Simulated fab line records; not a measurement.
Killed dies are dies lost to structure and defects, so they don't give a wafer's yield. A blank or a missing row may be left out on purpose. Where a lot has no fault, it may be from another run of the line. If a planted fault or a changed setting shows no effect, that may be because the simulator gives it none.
Comparing a struck lot with a sound one    flow sky130    18 steps out of a route of 708
Sound: wafers L597.1, L597.2, L597.4. Struck: wafer L588.1. (L588.2, L588.6 of the same lot were not struck and are left out.) The cause comes at the end.
Each step with rows lists, per side, the tool, then ch with its chambers, then its first start. Under that, the readings that differ: sound wafers    struck wafers    difference of the means    sigmas: that difference in standard deviations of wafers without a fault.
alike: readings whose means differ by less than 2 such deviations, and words and numbers that are the same on both sides. not compared: withheld readings, readings that some wafer has no value for, bounds like >300 that may hide the same value, and numbers for which the record gives no deviation and whose values overlap.
A row with sigmas, a row that says differs or no value, or rows on one side alone: a step with any of these is where the two part. Numbers that don't overlap but have no deviation are shown without sigmas and don't part them. A reading that every wafer of one side lacks parts them only if that side has two wafers or more.

first, 1 step without rows for these wafers: SKY_SD_P_DEVELOP_06 (develop time 60 s).
SKY_SD_P_CD_MEAS_07: target cd 380 nm.
  struck on cd_sem-01, day 28 18:33; sound on cd_sem-01, day 31 22:16
  alike: cd_nm
SKY_SD_P_OVL_MEAS_08:
  struck on overlay-01, day 28 18:40; sound on overlay-01, day 31 22:23
reading        sound           struck  difference  sigmas
SD_P_OVL (nm)  -1.1 -1.2 -1.9  1.1     +2.5        +2
next, for these wafers, 1 step has no rows: SKY_SD_P_IMPLANT_09.
SKY_SD_P_STRIP_10: strips in O2/N2.
  sound on plasma_asher-04 ch 0,1, day 31 22:34; struck on plasma_asher-01 ch 0, day 28 18:52
reading                       sound              struck  difference  sigmas
strip_time_to_endpoint_s (s)  17.39 17.44 17.38  17.52   +0.12       +3
  alike: drypump_motor_current_A, n2_flow_sccm, oes_product_au
  not compared: rf_hours_counter_h
SKY_SD_P_TW_MEAS_11:
  struck on film_metro-03, day 28 18:58; sound on film_metro-03, day 31 22:40
  alike: SD_P_TW
then, 6 steps without rows for these wafers: SKY_RES_XHIGH_DEHYDRATE_00 (time 60 s); SKY_RES_XHIGH_HMDS_01 (prime time 60 s); SKY_RES_XHIGH_COAT_02 (resist thk 1140 nm); SKY_RES_XHIGH_SOFTBAKE_03 (time 60 s); SKY_RES_XHIGH_EXPOSE_04 (exposes mask URPM, target cd 1270 nm); SKY_RES_XHIGH_PEB_05.
SKY_RES_XHIGH_DEVELOP_06: develop time 60 s.
  sound on litho_track-01 ch 0, day 33 01:32; struck on litho_track-02 ch 0, day 29 22:53
next, for these wafers, 1 step has no rows: SKY_RES_XHIGH_IMPLANT_07.
SKY_RES_XHIGH_STRIP_08: strips in O2/N2.
  sound on plasma_asher-01 ch 0,1, day 33 01:50; struck on plasma_asher-01 ch 1, day 29 23:11
  alike: drypump_motor_current_A, n2_flow_sccm, oes_product_au, strip_time_to_endpoint_s
  not compared: rf_hours_counter_h
SKY_RES_XHIGH_TW_MEAS_09:
  struck on film_metro-02, day 29 23:17; sound on film_metro-02, day 33 01:56
reading       sound           struck  difference  sigmas
RES_XHIGH_TW  1625 1632 1627  30      -1598       -99 or more
then, 1 step without rows for these wafers: SKY_SD_N_DEHYDRATE_00 (time 60 s).
-- the record jumps here: 18 days lie between the struck wafers' starts before and after (it left off in module SD_N and takes up again in module PAD_OPEN, whose first step shown is number 708 of the route) --
SKY_PAD_OPEN_PROBE_99:
  struck on prober-02, day 48 01:30; sound on prober-02, day 50 06:57
reading                        sound     struck  difference  sigmas
killed_at_other                1 0 1     402     +401        +99 or more
killed_dies                    90 68 88  492     +410        +41
killed_on_rim                  15 11 18  96      +81         +21
model.etest.res_xhigh_po.open  0 0 0     1       +1          
  alike: killed_at_M0_to_M3, killed_at_M4_up, killed_at_contacts, killed_at_front_end, killed_open, killed_short

WHERE THEY PART
First at SKY_SD_P_OVL_MEAS_08; last, within this record, at SKY_PAD_OPEN_PROBE_99.

WHY: what the simulator had put in
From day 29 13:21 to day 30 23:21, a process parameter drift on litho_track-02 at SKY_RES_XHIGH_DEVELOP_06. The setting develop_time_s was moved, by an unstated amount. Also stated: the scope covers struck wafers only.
